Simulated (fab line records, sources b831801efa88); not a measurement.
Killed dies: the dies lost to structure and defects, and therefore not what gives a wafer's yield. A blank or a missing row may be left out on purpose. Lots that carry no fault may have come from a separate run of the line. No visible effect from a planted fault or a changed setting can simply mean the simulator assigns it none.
2 desks, one fault || flow sky130 || each desk holds nothing but its own numbers, with what lay behind them at the end

AT THE METROLOGY DESK
Means of the sampled wafers that have a number, per lot and without regard to the tool the lot ran on: this is what the gauges read. Any lot whose mean is over 4 standard deviations away from the usual mean is out of limits and marked OUT; that distance is given in the brackets.
Columns: A = PWDE_OVL at SKY_PWDE_OVL_MEAS_07, usual 1.3 nm; B = VT_ADJUST_LVTN_01_OVL at SKY_VT_ADJUST_LVTN_OVL_MEAS_18, usual -0.3 nm; C = VT_ADJUST_LVTN_2_TW at SKY_VT_ADJUST_LVTN_TW_MEAS_21, usual 187.1; D = GATE_OXIDE_OVL at SKY_GATE_OXIDE_OVL_MEAS_10, usual -0.5 nm
{"lot": "L291", "first seen here": "day 4 18:48", "A": 0.2, "B": -0.7, "C": 186.7, "D": -0.1}
{"lot": "L292", "first seen here": "day 5 06:07", "A": 0.7, "B": -1.6, "C": 186.8, "D": 1.0}
{"lot": "L296", "first seen here": "day 5 23:50", "A": 1.9, "B": -0.9, "C": "203.0 (+8.8) OUT", "D": -0.0}
{"lot": "L297", "first seen here": "day 6 04:34", "A": 0.1, "B": -0.0, "C": "202.7 (+8.7) OUT", "D": -0.1}
{"lot": "L301", "first seen here": "day 7 02:34", "A": 2.5, "B": 1.1, "C": 185.2, "D": -1.2}
{"lot": "L302", "first seen here": "day 7 08:40", "A": 1.5, "B": -0.0, "C": 189.7, "D": 0.6}
{"lot": "L303", "first seen here": "day 7 13:19", "A": 2.2, "B": 0.3, "C": 186.4, "D": -0.6}
{"lot": "L305", "first seen here": "day 8 00:28", "A": 0.6, "B": 2.0, "C": 187.9, "D": 0.8}
{"lot": "L306", "first seen here": "day 8 06:13", "A": 1.8, "B": -0.9, "C": 189.6, "D": -2.6}
{"lot": "L307", "first seen here": "day 8 10:13", "A": -0.3, "B": 1.9, "C": 185.0, "D": -1.3}
{"lot": "L308", "first seen here": "day 8 18:40", "A": -0.7, "B": 2.3, "C": 189.9, "D": 0.7}
{"lot": "L309", "first seen here": "day 8 23:04", "A": 0.7, "B": -0.1, "C": 185.4, "D": -2.1}
{"lot": "L310", "first seen here": "day 9 04:54", "A": 2.7, "B": -1.2, "C": 189.7, "D": 0.2}
Finding of this desk: L296, L297 out of limits, first seen on L296 at day 10 08:38 (VT_ADJUST_LVTN_2_TW at SKY_VT_ADJUST_LVTN_TW_MEAS_21). L291, L292, L301, L302, L303, L305, L306, L307, L308, L309, L310 stayed within limits.

TOOL OWNER'S DESK, implanter-03
The tool's own readings at SKY_VT_ADJUST_LVTN_IMPLANT_19: means of the sampled wafers that have a number, for each lot that ran on this tool. Any lot whose mean is over 4 standard deviations away from the usual mean is out of limits and marked OUT; that distance is given in the brackets.
Columns: A = beam_on_s at SKY_VT_ADJUST_LVTN_IMPLANT_19, usual 10.00 s; B = dose_ions_cm2 at SKY_VT_ADJUST_LVTN_IMPLANT_19, usual 6.5e+11; C = faraday_current_uA at SKY_VT_ADJUST_LVTN_IMPLANT_19, usual 3.67
{"lot": "L291", "first seen here": "day 8 23:43", "A": 10.11, "B": 6.5e+11, "C": 3.62}
{"lot": "L296", "first seen here": "day 10 08:25", "A": 10.12, "B": "8.6e+11 (+99 or more) OUT", "C": "4.81 (+16) OUT"}
{"lot": "L297", "first seen here": "day 10 13:54", "A": 10.05, "B": "8.6e+11 (+99 or more) OUT", "C": "4.84 (+17) OUT"}
{"lot": "L309", "first seen here": "day 13 19:54", "A": 10.16, "B": 6.5e+11, "C": 3.60}
This desk finds L296, L297 out of limits, L296 being first, at day 10 08:25 (dose_ions_cm2 at SKY_VT_ADJUST_LVTN_IMPLANT_19). L291, L309 stayed within limits.

BROUGHT TOGETHER
At day 10 08:25, on L296, L297, the tool owner's desk was in a position to raise an alarm.
An alarm was possible from the metrology desk at day 10 08:38, on L296, L297.
The lots listed all ran SKY_VT_ADJUST_LVTN_IMPLANT_19 on implanter-03.

WHAT THE SIMULATOR HAD PUT IN
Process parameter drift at SKY_VT_ADJUST_LVTN_IMPLANT_19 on implanter-03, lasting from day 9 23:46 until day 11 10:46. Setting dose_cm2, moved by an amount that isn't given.
Shown lots that were struck: L296, L297.
Delay (hours) between the fault's onset and each desk's first out-of-limits reading: 9 at the tool owner's desk, 9 at the metrology desk.
